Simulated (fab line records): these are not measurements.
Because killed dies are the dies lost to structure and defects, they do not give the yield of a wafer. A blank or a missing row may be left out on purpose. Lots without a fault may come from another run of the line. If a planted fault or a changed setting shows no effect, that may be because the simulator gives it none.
fab line records	flow sky130
record: lots: 6	wafers: 18	lastDay: 50
route steps=708 shown RES_XHIGH@339 SD_N@342 SD_P@359 PAD_OPEN@708
lots with no fault: from the same line, run without faults
startH: hours from the record's first day to the start of the lot's first wafer shown	waitH: time in hours since the lot's previous step	" repeats the value in the row above	L1.1+2: one row covering several wafers at once	- no value, or no start was given	* or withheld: withheld	< > ~ a bound
route shown NAME@n: NAME is a module with steps in the file, n the number in the route of the first one	usual: mean and standard deviation over wafers with no fault	same: alike in all rows	chamber/n: place in a boat	sites: per-site readings	_std_site: the values' standard deviation	_edge_site: mean of outer sites minus mean of inner sites	radiusMm: how far each site lies from the wafer's centre	mask NAME#n: copy n	behind: the most recent tool/chamber to have shaped the wafer	hold: reason for holding the lot/hours on hold/outcome of the hold	device: the n, p or np transistor that did not switch	end of line: at the end of the route, the tests of the same wafers	where a step has no rows: the recipe by itself	killed: dies lost to structure and defects at the first sort, not the wafer's yield	map: the dies of a wafer, with x for killed, . for not killed, _ for no die there
set.NAME: the setting the step ran with; set.NAME@STEP: the setting that earlier step ran with	model.NAME: the simulator's own value behind a step, which no gauge read
lots seen at some steps along the route; tables by step, rows by wafer
services: the hour from which a tool's chamber was out of use, counted from the record's first day as startH (under 0 if before that day), plus the number of hours and why
== steps ==
step: SKY_RES_XHIGH_IMPLANT_07
recipe: species: BF2	energyKev: 20	doseCm2: 3.6e+14	tiltDeg: 0
step: SKY_RES_XHIGH_STRIP_08
recipe: chemistry: O2/N2	powerW: 1400	pressureMtorr: 1500	platenTempC: withheld	o2FlowSccm: 3000	n2FlowSccm: 300	overashFraction: 0.5
usual: drypumpMotorCurrentA: 5.6/0.45	oesProductAu: 0.711/0.0042	stripTimeToEndpointS: 14.29/0.041
lot.wafer	tool	chamber	startH	waitH	drypumpMotorCurrentA	oesProductAu	rfHoursCounterH	stripTimeToEndpointS
L634.3	plasmaAsher-02	1	641.58	0.1	5.8	0.705	-	14.29
L634.4	"	0	"	"	5.8	0.715	-	14.29
L634.6	"	0	"	"	5.8	0.705	-	14.31
L637.1	plasmaAsher-02	1	682.57	0.1	5.8	0.708	23	14.25
L637.2	"	0	"	"	5.8	0.714	23	14.26
L637.6	"	1	"	"	5.8	0.704	-	14.27
L647.1	plasmaAsher-02	1	753.65	0.1	5.8	0.710	31	14.23
L647.5	"	1	"	"	5.8	0.709	-	14.18
L647.6	"	0	"	"	5.8	0.717	-	14.22
L646.3	plasmaAsher-01	0	756.79	0.1	4.9	0.720	-	14.28
L646.4	"	1	"	"	5.4	0.712	-	14.29
L646.6	"	0	"	"	4.9	0.709	-	14.31
L653.1	plasmaAsher-03	1	788.66	0.1	6.3	0.704	99	14.31
L653.2	"	0	"	"	6.2	0.708	99	14.35
L653.6	"	0	"	"	6.1	0.716	-	14.32
L654.3	plasmaAsher-01	1	801.43	0.1	5.4	0.713	-	14.33
L654.4	"	0	"	"	5.0	0.713	-	14.31
L654.6	"	0	"	"	4.9	0.710	-	14.31
step: SKY_RES_XHIGH_TW_MEAS_09
usual: RES_XHIGH_TW: 1655/19
lot.wafer	tool	chamber	startH	waitH	RES_XHIGH_TW
L634.3	filmMetro-01	-	641.67	0.1	1676
L634.4	"	-	"	"	1677
L634.6	"	-	"	"	1672
L637.1	filmMetro-03	-	682.67	0.1	1621
L637.2	"	-	"	"	1629
L637.6	"	-	"	"	1633
L647.1	filmMetro-03	-	753.75	0.1	1630
L647.5	"	-	"	"	1624
L647.6	"	-	"	"	1633
L646.3	filmMetro-01	-	756.88	0.1	1665
L646.4	"	-	"	"	1663
L646.6	"	-	"	"	1671
L653.1	filmMetro-03	-	788.76	0.1	1634
L653.2	"	-	"	"	1648
L653.6	"	-	"	"	1638
L654.3	filmMetro-03	-	801.52	0.1	1628
L654.4	"	-	"	"	1635
L654.6	"	-	"	"	1634
step: SKY_SD_N_DEHYDRATE_00
recipe: tempC: 200	timeS: 60
step: SKY_SD_N_HMDS_01
recipe: primeTimeS: 60	primeTempC: 120
step: SKY_SD_N_COAT_02
recipe: resist: NOVOLAK	spinRpm: 3000	resistThkNm: 1140
step: SKY_SD_N_SOFTBAKE_03
recipe: tempC: 90	timeS: 60	resist: NOVOLAK
step: SKY_SD_N_EXPOSE_04
recipe: maskId: NSDM	na: 0.6	sourceShape: conventional	sigmaOuter: 0.6	polarization: unpolarized	targetCdNm: 380	doseMj: 141
step: SKY_SD_N_PEB_05
recipe: tempC: withheld	timeS: *	resist: NOVOLAK
step: SKY_SD_N_DEVELOP_06
recipe: resist: NOVOLAK	developer: TMAH	developTimeS: 60	devTempC: 23
step: SKY_SD_N_CD_MEAS_07
recipe: targetCdNm: 380
usual: cdNm: 380.2/2.2
lot.wafer	tool	chamber	startH	waitH	cdNm
L634.3	cdSem-01	-	669.66	0.1	380.3
L634.4	"	-	"	"	380.9
L634.6	"	-	"	"	380.4
L637.1	cdSem-02	-	710.42	0.1	379.7
L637.2	"	-	"	"	378.8
L637.6	"	-	"	"	377.1
L647.1	cdSem-01	-	780.35	0.1	381.4
L647.5	"	-	"	"	381.9
L647.6	"	-	"	"	381.8
L646.3	cdSem-01	-	784.31	0.1	378.1
L646.4	"	-	"	"	378.9
L646.6	"	-	"	"	379.2
L653.1	cdSem-02	-	815.51	0.2	380.0
L653.2	"	-	"	"	379.9
L653.6	"	-	"	"	376.6
L654.3	cdSem-02	-	827.51	0.1	384.1
L654.4	"	-	"	"	382.7
L654.6	"	-	"	"	379.1
step: SKY_SD_N_OVL_MEAS_08
usual: SD_N_OVL: -0.3/1.3
lot.wafer	tool	chamber	startH	waitH	SD_N_OVL[nm]
L634.3	overlay-02	-	669.75	0.1	1.3
L634.4	"	-	"	"	1.0
L634.6	"	-	"	"	0.6
L637.1	overlay-02	-	710.54	0.1	1.6
L637.2	"	-	"	"	0.1
L637.6	"	-	"	"	0.6
L647.1	overlay-01	-	780.47	0.1	2.1
L647.5	"	-	"	"	1.1
L647.6	"	-	"	"	0.5
L646.3	overlay-01	-	784.40	0.1	-1.1
L646.4	"	-	"	"	0.8
L646.6	"	-	"	"	-0.8
L653.1	overlay-02	-	815.63	0.1	0.2
L653.2	"	-	"	"	0.8
L653.6	"	-	"	"	1.1
L654.3	overlay-01	-	827.60	0.1	0.4
L654.4	"	-	"	"	-1.4
L654.6	"	-	"	"	-0.5
step: SKY_SD_N_IMPLANT_09
recipe: species: As	energyKev: 49.6	doseCm2: 4e+15	tiltDeg: 0
usual: beamOnS: 17.8/1.7	doseIonsCm2: 4.001e+15/4.7e+12	faradayCurrentUA: 12392/1100
lot.wafer	tool	chamber	startH	waitH	beamOnS	doseIonsCm2	faradayCurrentUA
L634.3	implanter-02	0	669.83	0.1	16.8	4e+15	12987
L634.4	"	0	"	"	16.3	4e+15	13421
L634.6	"	0	"	"	16.3	4.002e+15	13372
L637.1	implanter-04	0	710.58	0.0	17.1	4.001e+15	12870
L637.2	"	0	"	"	17.4	4.008e+15	12598
L637.6	"	0	"	"	17.0	3.998e+15	12752
L647.1	implanter-02	0	780.51	0.0	10.0	1.581e+15	8722
L647.5	"	0	"	"	9.8	1.583e+15	8931
L647.6	"	0	"	"	9.9	1.579e+15	8797
L646.3	implanter-02	0	784.48	0.1	10.1	1.573e+15	8582
L646.4	"	0	"	"	10.0	1.582e+15	8716
L646.6	"	0	"	"	9.8	1.57e+15	8835
L653.1	implanter-03	0	815.66	0.0	20.8	3.997e+15	10562
L653.2	"	0	"	"	20.0	3.998e+15	10958
L653.6	"	0	"	"	19.9	3.998e+15	11074
L654.3	implanter-03	0	827.67	0.1	20.9	4.003e+15	10555
L654.4	"	0	"	"	20.4	4.004e+15	10800
L654.6	"	0	"	"	20.5	4.005e+15	10701
step: SKY_SD_N_IMPLANT_10
recipe: species: P	energyKev: 20	doseCm2: 1e+14	tiltDeg: 0
step: SKY_SD_N_STRIP_11
recipe: chemistry: O2/N2	powerW: 1400	pressureMtorr: 1500	platenTempC: withheld	o2FlowSccm: 3000	n2FlowSccm: 300	overashFraction: 0.5
usual: drypumpMotorCurrentA: 5.6/0.34	oesProductAu: 0.528/0.004	stripTimeToEndpointS: 22.50/0.05
lot.wafer	tool	chamber	startH	waitH	drypumpMotorCurrentA	oesProductAu	rfHoursCounterH	stripTimeToEndpointS
L634.3	plasmaAsher-04	0	670.11	0.1	6.0	0.531	-	22.53
L634.4	"	1	"	"	5.5	0.530	-	22.47
L634.6	"	0	"	"	6.0	0.522	-	22.45
L637.1	plasmaAsher-02	0	710.88	0.1	5.8	0.522	26	22.49
L637.2	"	1	"	"	5.8	0.525	26	22.44
L637.6	"	0	"	"	5.8	0.521	-	22.46
L647.1	plasmaAsher-02	0	780.81	0.1	5.8	0.579	34	19.42
L647.5	"	1	"	"	5.8	0.576	-	19.36
L647.6	"	0	"	"	5.8	0.580	-	19.42
L646.3	plasmaAsher-04	0	784.76	0.1	6.0	0.573	-	19.42
L646.4	"	1	"	"	5.6	0.573	-	19.39
L646.6	"	1	"	"	5.6	0.581	-	19.39
L653.1	plasmaAsher-01	1	815.96	0.1	5.4	0.525	70	22.51
L653.2	"	0	"	"	4.9	0.528	70	22.49
L653.6	"	0	"	"	4.9	0.529	-	22.55
L654.3	plasmaAsher-04	1	827.96	0.1	5.5	0.531	-	22.45
L654.4	"	0	"	"	6.0	0.526	-	22.46
L654.6	"	0	"	"	6.0	0.533	-	22.49
step: SKY_SD_N_TW_MEAS_12
usual: SD_N_TW: 4016/44
lot.wafer	tool	chamber	startH	waitH	SD_N_TW
L634.3	filmMetro-03	-	670.20	0.1	3958
L634.4	"	-	"	"	3963
L634.6	"	-	"	"	3990
L637.1	filmMetro-03	-	710.98	0.1	3977
L637.2	"	-	"	"	3984
L637.6	"	-	"	"	3969
L647.1	filmMetro-01	-	780.91	0.1	3913
L647.5	"	-	"	"	3918
L647.6	"	-	"	"	3925
L646.3	filmMetro-03	-	784.85	0.1	3842
L646.4	"	-	"	"	3842
L646.6	"	-	"	"	3828
L653.1	filmMetro-01	-	816.06	0.1	4080
L653.2	"	-	"	"	4067
L653.6	"	-	"	"	4055
L654.3	filmMetro-01	-	828.04	0.1	4076
L654.4	"	-	"	"	4044
L654.6	"	-	"	"	4094
step: SKY_SD_N_CLEAN_13
recipe: chemistry: SC1/SC2	mix: 1:4:20	tempC: 70	timeS: 150	dry: n2Spin
step: SKY_SD_N_RTA_14
recipe: tempC: 1075	timeS: 2	idleTempC: 650	rampUpCPerS: 150	rampDownCPerS: 90	ambient: N2
usual: lampPowerPct: 15.74/0.046	wafer_temp_C_max: 1077.8/1.3
lot.wafer	tool	chamber	startH	waitH	lampPowerPct	wafer_temp_C_max
L634.3	rtpAnneal-02	0	670.31	0.0	15.63	1076.7
L634.4	"	0	"	"	15.69	1078.4
L634.6	"	0	"	"	15.74	1078.5
L637.1	rtpAnneal-02	0	711.09	0.0	15.72	1078.3
L637.2	"	0	"	"	15.82	1075.2
L637.6	"	0	"	"	15.72	1078.4
L647.1	rtpAnneal-01	0	781.07	0.0	15.79	1080.6
L647.5	"	0	"	"	15.72	1078.5
L647.6	"	0	"	"	15.79	1078.5
L646.3	rtpAnneal-02	0	784.96	0.0	15.75	1079.3
L646.4	"	0	"	"	15.73	1077.7
L646.6	"	0	"	"	15.72	1077.5
L653.1	rtpAnneal-01	0	816.18	0.0	15.74	1080.8
L653.2	"	0	"	"	15.72	1078.5
L653.6	"	0	"	"	15.77	1077.6
L654.3	rtpAnneal-01	0	828.15	0.0	15.71	1078.0
L654.4	"	0	"	"	15.70	1078.6
L654.6	"	0	"	"	15.77	1079.4
step: SKY_SD_N_RS_MEAS_16
recipe: thkMeasGauge: four-point-probe
usual: SD_N_RS: 68.88/0.099
lot.wafer	tool	chamber	startH	waitH	SD_N_RS[ohm/sq]
L634.3	filmMetro-01	-	670.50	0.1	68.82
L634.4	"	-	"	"	68.91
L634.6	"	-	"	"	68.70
L637.1	filmMetro-02	-	711.27	0.1	69.02
L637.2	"	-	"	"	68.94
L637.6	"	-	"	"	68.75
L647.1	filmMetro-02	-	781.24	0.1	85.28
L647.5	"	-	"	"	85.51
L647.6	"	-	"	"	85.64
L646.3	filmMetro-01	-	785.16	0.1	85.55
L646.4	"	-	"	"	85.60
L646.6	"	-	"	"	85.42
L653.1	filmMetro-02	-	816.35	0.1	68.99
L653.2	"	-	"	"	69.03
L653.6	"	-	"	"	68.78
L654.3	filmMetro-03	-	828.35	0.1	68.89
L654.4	"	-	"	"	68.92
L654.6	"	-	"	"	68.96
step: SKY_SD_N_RS_MEAS_17
recipe: thkMeasGauge: four-point-probe
usual: SD_P_RS: 147.1/0.33
lot.wafer	tool	chamber	startH	waitH	SD_P_RS[ohm/sq]
L634.3	filmMetro-01	-	670.62	0.1	147.5
L634.4	"	-	"	"	147.5
L634.6	"	-	"	"	146.8
L637.1	filmMetro-02	-	711.39	0.1	147.2
L637.2	"	-	"	"	147.3
L637.6	"	-	"	"	146.8
L647.1	filmMetro-02	-	781.36	0.1	147.5
L647.5	"	-	"	"	147.1
L647.6	"	-	"	"	147.3
L646.3	filmMetro-01	-	785.28	0.1	147.3
L646.4	"	-	"	"	147.2
L646.6	"	-	"	"	147.3
L653.1	filmMetro-02	-	816.47	0.1	146.7
L653.2	"	-	"	"	147.0
L653.6	"	-	"	"	147.0
L654.3	filmMetro-03	-	828.47	0.1	147.3
L654.4	"	-	"	"	146.8
L654.6	"	-	"	"	147.1
step: SKY_PAD_OPEN_PROBE_99
usual: killed_at_M0_to_M3: 44/6.5	killed_at_M4_up: 3.0/1.5	killedAtContacts: 25/5.1	killedAtFrontEnd: 14/4.1	killedAtOther: 0.3/0.57	killedDies: 87/9.5	killedOpen: 48/6.8	killedShort: 39/6.2
same: grossDies: 492	killedAtBackSide: 0
lot.wafer	tool	chamber	startH	waitH	killed_at_M0_to_M3	killed_at_M4_up	killedAtContacts	killedAtFrontEnd	killedAtOther	killedDies	killedOpen	killedShort	model.etest.resNdiff.lineOhmUm	model.etest.nfetG5v0d10v5.rOnOhmUm	model.etest.sonosUncharged.rOnOhmUm	model.etest.liconNdiff.rcOhm	model.etest.nfet_01v8.rOnOhmUm	model.etest.resNdiffHv.rsOhmSq	model.etest.resNdiff.rsOhmSq	model.etest.nfet_01v8_lvt.driveUaUm
L634.3	prober-02	-	1094.43	0.2	54	1	28	12	0	95	51	44	779.8	1918	823.5	183.4	840.5	115	120.8	568.7
L634.4	prober-02	-	1094.48	0.2	41	5	22	14	0	82	41	41	772.4	1908	824.2	181.6	835.1	115.1	121.6	570
L634.6	prober-02	-	1094.58	0.2	39	5	21	13	0	78	43	35	774.1	1902	815.1	188.6	827	115.5	121.7	571.5
L637.1	prober-01	-	1122.37	0.1	38	4	22	15	1	80	39	39	781.2	1890	810.1	175.5	818.6	114.2	120.4	580.3
L637.2	prober-01	-	1122.42	0.1	33	4	31	18	0	86	50	35	772.5	1882	796.4	177.6	814.5	114.7	120.2	589.4
L637.6	prober-01	-	1122.62	0.2	49	6	34	18	1	108	57	50	763.8	1904	802.6	181.8	833	114.5	119.5	578.4
L647.1	prober-01	-	1178.23	0.1	42	3	35	11	0	91	46	45	922.1	1992	898.2	251.2	847.6	144.2	148.8	577
L647.5	prober-01	-	1178.43	0.2	32	4	31	24	0	91	53	38	935.1	1957	902	231.4	865.3	142.8	148.6	563.1
L647.6	prober-01	-	1178.48	0.2	44	4	19	20	0	87	42	44	918.2	1967	884.1	239.3	862.5	142.9	148.4	564.4
L646.3	prober-02	-	1178.98	0.2	48	2	35	20	0	105	66	39	948.3	1971	928.8	254.1	871.9	142.1	147.8	562.3
L646.4	prober-02	-	1179.03	0.2	37	0	23	19	0	79	47	32	945.1	1957	914.5	262.8	869.5	141.6	146.9	563.8
L646.6	prober-02	-	1179.13	0.2	42	2	26	12	1	83	52	31	935.8	1970	927.1	267.9	885.7	141.6	147.1	554.8
L653.1	prober-01	-	1195.67	0.1	54	3	23	17	1	98	54	44	762	1858	795.1	185.3	843	112.5	118.8	569.1
L653.2	prober-01	-	1195.72	0.1	44	2	22	13	1	82	55	27	772.4	1848	794.3	186.4	864.9	113.3	119.7	551.6
L653.6	prober-01	-	1195.92	0.2	45	4	33	15	0	97	54	43	762.6	1842	788.9	199.1	851.8	112.8	118.7	557.1
L654.3	prober-01	-	1200.20	0.2	51	1	32	15	0	99	48	51	745.5	1882	811.2	181	846.3	112	118.7	567
L654.4	prober-01	-	1200.25	0.2	46	2	23	3	0	74	40	34	768.8	1902	807	191	858.1	112.6	118.3	563.3
L654.6	prober-01	-	1200.35	0.2	50	4	30	10	0	94	55	39	775.4	1900	817.4	188.4	851.7	111.8	118	572.9
killed by level:class
L634.3 VIA1:geometricParticle:open=11 CONTACT:geometricParticle:open=9 VIA3:geometricParticle:open=8 METAL2:geometricParticle:short=8 METAL1:geometricParticle:short=7 CONTACT:geometricParticle:short=6 POLY_GATE:geometricParticle:open=5 LI_CONTACT:geometricParticle:open=5
L634.4 METAL2:geometricParticle:short=10 VIA3:geometricParticle:open=7 VIA1:geometricParticle:open=7 CONTACT:geometricParticle:open=6 LI_CONTACT:geometricParticle:open=6 METAL1:geometricParticle:short=5 POLY_GATE:geometricParticle:short=4 POLY_GATE:geometricParticle:open=4
L634.6 METAL2:geometricParticle:short=8 LI_CONTACT:geometricParticle:open=8 VIA2:geometricParticle:open=7 VIA3:geometricParticle:open=7 CONTACT:geometricParticle:open=5 VIA1:geometricParticle:open=5 METAL2:geometricParticle:open=5 CONTACT:geometricParticle:short=4
L637.1 VIA1:geometricParticle:open=10 CONTACT:geometricParticle:open=8 CONTACT:geometricParticle:short=7 VIA1:geometricParticle:short=7 METAL1:geometricParticle:short=5 FIELD_ISO:geometricParticle:open=4 METAL3:geometricParticle:short=4 VIA2:geometricParticle:open=4
L637.2 CONTACT:geometricParticle:open=10 LI_CONTACT:geometricParticle:open=9 VIA3:geometricParticle:open=8 FIELD_ISO:geometricParticle:open=7 VIA1:geometricParticle:open=7 LOCAL_INTERCONNECT:geometricParticle:short=6 FIELD_ISO:geometricParticle:short=5 METAL1:geometricParticle:open=5
L637.6 CONTACT:geometricParticle:open=14 VIA1:geometricParticle:open=12 VIA2:geometricParticle:open=10 CONTACT:geometricParticle:short=8 METAL1:geometricParticle:short=7 LI_CONTACT:geometricParticle:open=7 FIELD_ISO:geometricParticle:short=6 METAL4:geometricParticle:short=6
L647.1 LOCAL_INTERCONNECT:geometricParticle:short=10 VIA3:geometricParticle:open=9 CONTACT:geometricParticle:open=8 LI_CONTACT:geometricParticle:open=7 VIA1:geometricParticle:open=7 VIA2:geometricParticle:short=7 CONTACT:geometricParticle:short=6 METAL1:geometricParticle:short=5
L647.5 CONTACT:geometricParticle:open=16 FIELD_ISO:geometricParticle:open=8 VIA3:geometricParticle:open=8 VIA1:geometricParticle:open=7 FIELD_ISO:geometricParticle:short=6 LI_CONTACT:geometricParticle:open=6 VIA3:geometricParticle:short=6 CONTACT:geometricParticle:short=4
L647.6 CONTACT:geometricParticle:open=8 VIA3:geometricParticle:open=7 POLY_GATE:geometricParticle:short=7 METAL2:geometricParticle:short=7 VIA2:geometricParticle:open=6 VIA1:geometricParticle:short=6 VIA1:geometricParticle:open=6 METAL1:geometricParticle:short=5
L646.3 CONTACT:geometricParticle:open=19 VIA2:geometricParticle:open=10 LI_CONTACT:geometricParticle:open=9 METAL1:geometricParticle:short=7 VIA1:geometricParticle:open=7 VIA3:geometricParticle:open=7 METAL2:geometricParticle:short=6 FIELD_ISO:geometricParticle:open=4
L646.4 VIA1:geometricParticle:open=8 FIELD_ISO:geometricParticle:open=7 VIA3:geometricParticle:open=7 LI_CONTACT:geometricParticle:open=6 CONTACT:geometricParticle:short=6 CONTACT:geometricParticle:open=6 VIA1:geometricParticle:short=5 FIELD_ISO:geometricParticle:short=4
L646.6 VIA1:geometricParticle:open=15 LI_CONTACT:geometricParticle:open=9 CONTACT:geometricParticle:open=8 METAL1:geometricParticle:short=8 LOCAL_INTERCONNECT:geometricParticle:short=6 VIA3:geometricParticle:open=5 VIA2:geometricParticle:open=4 VIA1:geometricParticle:short=3
L653.1 VIA1:geometricParticle:open=17 VIA1:geometricParticle:short=10 LI_CONTACT:geometricParticle:open=9 CONTACT:geometricParticle:open=7 METAL1:geometricParticle:short=7 VIA2:geometricParticle:open=5 VIA3:geometricParticle:open=5 METAL2:geometricParticle:short=4
L653.2 VIA1:geometricParticle:open=16 CONTACT:geometricParticle:open=10 VIA2:geometricParticle:open=8 POLY_GATE:geometricParticle:open=5 LI_CONTACT:geometricParticle:open=5 METAL1:geometricParticle:short=5 VIA1:geometricParticle:short=5 LOCAL_INTERCONNECT:geometricParticle:short=4
L653.6 VIA1:geometricParticle:open=18 CONTACT:geometricParticle:open=10 LOCAL_INTERCONNECT:geometricParticle:short=8 CONTACT:geometricParticle:short=6 METAL2:geometricParticle:short=6 VIA1:geometricParticle:short=5 POLY_GATE:geometricParticle:open=4 LI_CONTACT:geometricParticle:open=4
L654.3 CONTACT:geometricParticle:open=10 VIA1:geometricParticle:open=10 CONTACT:geometricParticle:short=9 METAL2:geometricParticle:short=8 VIA3:geometricParticle:open=7 VIA3:geometricParticle:short=6 LI_CONTACT:geometricParticle:open=6 METAL1:geometricParticle:short=6
L654.4 VIA1:geometricParticle:open=10 CONTACT:geometricParticle:open=9 METAL2:geometricParticle:short=7 METAL1:geometricParticle:short=6 LI_CONTACT:geometricParticle:short=5 LI_CONTACT:geometricParticle:open=5 VIA3:geometricParticle:short=4 VIA2:geometricParticle:open=4
L654.6 CONTACT:geometricParticle:open=16 VIA1:geometricParticle:open=13 METAL2:geometricParticle:short=9 VIA1:geometricParticle:short=8 VIA3:geometricParticle:open=7 LI_CONTACT:geometricParticle:open=6 FIELD_ISO:geometricParticle:open=4 CONTACT:geometricParticle:short=4
== services ==
tool	chamber	startH	hours	kind
implanter-03	-	623.37	1.1	repair
implanter-04	-	628.73	8.6	repair
rtpAnneal-02	-	654.77	4.4	pm
implanter-02	-	663.43	3.1	pm
plasmaAsher-01	-	663.86	1.5	repair
implanter-02	-	720.26	4.2	repair
plasmaAsher-04	-	731.40	12.5	pm
implanter-03	-	731.40	0.9	repair
plasmaAsher-04	-	743.87	9.0	pm
plasmaAsher-04	0	743.87	9.0	ventCycle
plasmaAsher-04	1	743.87	9.0	ventCycle
plasmaAsher-04	0	752.87	-	clean
plasmaAsher-04	1	752.87	-	clean
implanter-04	-	762.21	5.5	repair
implanter-02	-	762.42	3.9	repair
implanter-03	-	766.52	7.1	repair
implanter-03	-	803.01	3.7	pm
plasmaAsher-02	-	803.04	0.3	repair
== key ==
firstSign: step: SKY_SD_N_IMPLANT_09	reading: doseIonsCm2	direction: down	sigmas: 99+	usual: *	struck: *
effect: step: SKY_SD_N_IMPLANT_09	reading: beamOnS	direction: down	sigmas: 4.6	usual: 17.8	struck: 9.9
effect: step: SKY_SD_N_STRIP_11	reading: stripTimeToEndpointS	direction: down	sigmas: 62	usual: *	struck: *
effect: step: SKY_SD_N_TW_MEAS_12	reading: SD_N_TW	direction: down	sigmas: 3.1	usual: 4016	struck: 3878
effect: step: SKY_SD_N_RS_MEAS_16	reading: SD_N_RS	direction: up	sigmas: 99+	usual: 68.88	struck: 85.50
modelEffect: step: SKY_PAD_OPEN_PROBE_99	value: etest.resNdiff.lineOhmUm	without: 756	struck: 934.1
metAt SKY_SD_N_IMPLANT_09
struckWafers L646.3,L646.4,L646.6,L647.1,L647.5,L647.6
testerLeftOut L646,L647
onsetBetween 669.83 780.51
fault: kind: processParameterDrift	tool: implanter-02	chamber: -	onsetH: 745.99	steps: SKY_SD_N_IMPLANT_09	channel: doseCm2	offset: *	shape: step	endH: 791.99	actsIn: *	stated: *
testerLeftOut: of these lots the tester's yield and bins aren't shown, on N5 and GAA mostly nor the transistor test; their killed dies are dies lost to structure and defects alone, not to doping, threshold or leakage, so they don't give the yield
